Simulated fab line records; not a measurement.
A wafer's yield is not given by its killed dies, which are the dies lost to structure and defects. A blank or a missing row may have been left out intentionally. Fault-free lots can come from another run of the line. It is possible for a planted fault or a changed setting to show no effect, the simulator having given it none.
A struck lot beside a sound one :: flow sky130 :: 15 out of 708 route steps
Sound: wafers L362.3, L362.4, L362.6. Wafers struck: L369.1, L369.2, L369.4. At the end, the cause is stated.
At each step with rows: each side's tool, then ch and its chambers, then its first start. Under that, the readings that differ: sound wafers :: struck wafers :: difference of the means :: sigmas: that difference in standard deviations of wafers without a fault.
alike: same words and numbers on both sides, and readings whose means sit less than 2 such deviations apart. not compared: any withheld reading, any reading some wafer has no value for, any bound like >300 that may hide the same value, and any number with overlapping values for which the record gives no deviation.
Wherever a step has rows on one side only, a row that says differs or no value, or a row with sigmas, the two part there. Numbers that don't overlap but have no deviation are shown without sigmas and don't part them. A reading that every wafer of one side lacks parts them only if that side has two wafers or more.

SKY_LDD_HVN_OVL_MEAS_07:
  sound on overlay-02 at day 22 08:07; struck on overlay-01 at day 25 07:15
  alike: LDD_HVN_OVL
then, 1 step without rows for these wafers: SKY_LDD_HVN_IMPLANT_08.
SKY_LDD_HVN_STRIP_09: strips in O2/N2.
  sound on plasmaAsher-01 ch 0,1, day 22 08:19; struck on plasmaAsher-04 ch 0,1, day 25 07:26
  alike: drypumpMotorCurrentA, oesProductAu, stripTimeToEndpointS
  not compared: rfHoursCounterH
SKY_LDD_HVN_TW_MEAS_10:
  sound on filmMetro-04 at day 22 08:25; struck on filmMetro-04 at day 25 07:32
  alike: LDD_HVN_TW
then, 7 steps without rows for these wafers: SKY_LDD_HVP_DEHYDRATE_00 (time 60 s); SKY_LDD_HVP_HMDS_01 (prime time 60 s); SKY_LDD_HVP_COAT_02 (resist thk 300 nm); SKY_LDD_HVP_SOFTBAKE_03 (time 60 s); SKY_LDD_HVP_EXPOSE_04 (exposes mask HVPTM, target cd 700 nm); SKY_LDD_HVP_PEB_05; SKY_LDD_HVP_DEVELOP_06 (develop time 61.2 s).
SKY_LDD_HVP_OVL_MEAS_07:
  sound on overlay-01 at day 23 14:17; struck on overlay-01 at day 26 13:12
  alike: LDD_HVP_OVL
SKY_LDD_HVP_IMPLANT_08:
  struck on implanter-04, day 26 13:14; sound on implanter-04 ch 0, day 23 14:21
  no value came back on the struck wafers for beamEnergyKeV, beamOnS (s), tiltDeg (degrees); on the sound wafers beamEnergyKeV reads 19.989 20.001 20.002
SKY_LDD_HVP_STRIP_09: strips in O2/N2.
  sound on plasmaAsher-03 ch 0,1, day 23 14:29; struck on plasmaAsher-04 ch 0,1, day 26 13:23
  alike: drypumpMotorCurrentA, oesProductAu, stripTimeToEndpointS
  not compared: rfHoursCounterH
SKY_LDD_HVP_TW_MEAS_10:
  sound on filmMetro-03 at day 23 14:34; struck on filmMetro-03 at day 26 13:29
reading: LDD_HVP_TW
sound: 457 461 459
struck: 30 30 30
difference: -429
sigmas: -99 or more

## WHERE THEY PART
Earliest at SKY_LDD_HVP_IMPLANT_08; latest, in this record, at SKY_LDD_HVP_TW_MEAS_10.

WHY: the cause the simulator had injected
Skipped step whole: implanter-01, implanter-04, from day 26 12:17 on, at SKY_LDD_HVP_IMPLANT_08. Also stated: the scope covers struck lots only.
